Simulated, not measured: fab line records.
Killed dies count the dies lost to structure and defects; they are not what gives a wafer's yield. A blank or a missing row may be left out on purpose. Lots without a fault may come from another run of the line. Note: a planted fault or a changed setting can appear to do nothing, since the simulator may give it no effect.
Problem report, 8D (eight disciplines) form, completed by code    flow sky130    the parts of the form that need people (team, actions taken, sign-off) are left out

## 1. THE ISSUE
beam_energy_keV at SKY_LDD_LDN_IMPLANT_10 reads a mean of 14.317 on 6 wafers of 2 lots; wafers without a fault read 15.000 with a standard deviation of 0.0047. So: -99 or more standard deviations from the usual mean.
The first sign was on wafer L749.2 at day 28 07:18, on implanter-01. The record has a number at this step for 39 wafers belonging to 13 lots. The rule behind "out" and "out of limits": a value lying over 4 standard deviations away from the usual mean. All remaining wafers that have a number are taken as sound.

## 2. WHAT IT IS, AND WHAT IT ISN'T
question                     is                      is not
which readings at this step  beam_energy_keV         -
which lots                   L749, L750              L735, L736, L737, L739, L741, L743, L744, L746, L748, L754, L757
which wafers of those lots   all that have a number  -
read on which tools          implanter-01            implanter-02, implanter-03
when                         from day 28 07:18       up to then (27 sound wafers); but 6 sound wafers of L754, L757 came after

## 3. THE SUSPECTS, EACH WITH WHAT RULES IT OUT
Counting: any tool at a process step up to the reading is kept as a suspect provided that every lot that is out went through it and no sound lot did after the first of them.
- implanter-01 at SKY_LDD_LDN_IMPLANT_10: kept. It processed each lot that is out, first L749 at day 28 07:18, and no sound lot thereafter; up to then, the last sound lot it processed was L746 at day 27 10:50. Its own readings are out on those wafers: beam_energy_keV.
Left after counting: implanter-01 at SKY_LDD_LDN_IMPLANT_10.

## 4. THE CAUSE (what the simulator had put in)
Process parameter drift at SKY_LDD_LDN_IMPLANT_10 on implanter-01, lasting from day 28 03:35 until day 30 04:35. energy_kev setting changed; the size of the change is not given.
Counting left only this tool.

## 5. THE CHAIN OF EFFECTS, in route order
Each row: a reading where the mean over the struck wafers with a number is more than 3 standard deviations away from the usual. Only readings whose record carries a usual standard deviation are examined. hours: median over the lots of the time between each lot's start at the first step of this table that gives one and its start at this step. sigmas: the change, counted in usual standard deviations.
hours  step                    reading          usual   on struck wafers  change  sigmas
0      SKY_LDD_LDN_IMPLANT_10  beam_energy_keV  15.000  14.317            -0.683  -99 or more
Its process steps:
- SKY_LDD_LDN_IMPLANT_10

## 6. WHAT WOULD HAVE CAUGHT IT SOONER
In this record the first reading out of limits was taken at day 28 07:18, 4 hours after the fault began at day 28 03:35.
